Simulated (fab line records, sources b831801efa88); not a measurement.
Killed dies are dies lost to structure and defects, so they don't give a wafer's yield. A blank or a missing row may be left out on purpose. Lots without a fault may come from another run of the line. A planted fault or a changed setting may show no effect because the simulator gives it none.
One fault seen from 2 desks | flow gf180mcu | each desk has only its own numbers; what lay behind them comes last

THE TOOL OWNER'S DESK: implanter-04
The tool's own readings at GF_HV_LDD_IMPLANT_34: means of the sampled wafers that have a number, for each lot that ran on this tool. A lot is out of limits, marked OUT, if its mean lies more than 4 standard deviations from the usual mean; the brackets give that distance.
Columns: A = beam_on_s at GF_HV_LDD_IMPLANT_34, usual 9.98 s; B = dose_ions_cm2 at GF_HV_LDD_IMPLANT_34, usual 7.5e+12; C = faraday_current_uA at GF_HV_LDD_IMPLANT_34, usual 42.4
lot  | first seen here | A     | B                         | C
L715 | day 13 23:55    | 9.85  | 7.5e+12                   | 42.9
L717 | day 14 06:41    | 10.14 | 7.5e+12                   | 41.7
L725 | day 16 18:44    | 10.03 | 4.2e+12 (-99 or more) OUT | 23.4 (-24) OUT
L726 | day 17 04:50    | 9.75  | 4.2e+12 (-99 or more) OUT | 24.2 (-23) OUT
This desk's finding: out of limits on L725, L726; first on L725, day 16 18:44 (dose_ions_cm2 at GF_HV_LDD_IMPLANT_34). In limits: L715, L717.

THE METROLOGY DESK
What the gauges read, lot by lot, whatever tool the lot ran on: means of the sampled wafers that have a number. A lot is out of limits, marked OUT, if its mean lies more than 4 standard deviations from the usual mean; the brackets give that distance.
Columns: A = STI_CVD_23_THK at GF_STI_THK_MEAS_24, usual 653 nm; B = HV_LDD_3_TW at GF_HV_LDD_TW_MEAS_38, usual 1432; C = HV_LDD_RS at GF_HV_LDD_RS_MEAS_53, usual 418.2 ohm/sq
lot  | first seen here | A   | B    | C
L709 | day 2 04:49     | 646 | 1410 | 419.7
L710 | day 2 08:36     | 656 | 1419 | 418.4
L714 | day 3 09:42     | 649 | 1416 | 417.9
L715 | day 3 16:55     | 655 | 1444 | 418.0
L717 | day 3 22:37     | 656 | 1405 | 418.2
L719 | day 4 07:47     | 663 | 1442 | 418.2
L720 | day 4 14:25     | 653 | 1404 | 417.5
L724 | day 5 08:41     | 655 | 1418 | 418.0
L725 | day 5 13:41     | 651 | 1381 | 427.4 (+11) OUT
L726 | day 5 19:58     | 658 | 1382 | 426.9 (+10) OUT
L727 | day 6 01:08     | 652 | 1438 | 419.2
L732 | day 7 01:11     | 650 | 1430 | 417.2
This desk's finding: out of limits on L725, L726; first on L725, day 17 18:33 (HV_LDD_RS at GF_HV_LDD_RS_MEAS_53). In limits: L709, L710, L714, L715, L717, L719, L720, L724, L727, L732.

PUT TOGETHER
The tool owner's desk could have raised an alarm at day 16 18:44, on L725, L726.
The metrology desk could have raised an alarm at day 17 18:33, on L725, L726.
Of the lots named, all ran GF_HV_LDD_IMPLANT_34 on implanter-04.

WHAT THE SIMULATOR HAD PUT IN
Process parameter drift: implanter-04, from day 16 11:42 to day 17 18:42, at GF_HV_LDD_IMPLANT_34. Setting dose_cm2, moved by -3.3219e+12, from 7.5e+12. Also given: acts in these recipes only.
Lots struck among those shown: L725, L726.
Hours from the fault's start to each desk's first reading out of limits: the tool owner's desk, 7; the metrology desk, 31.
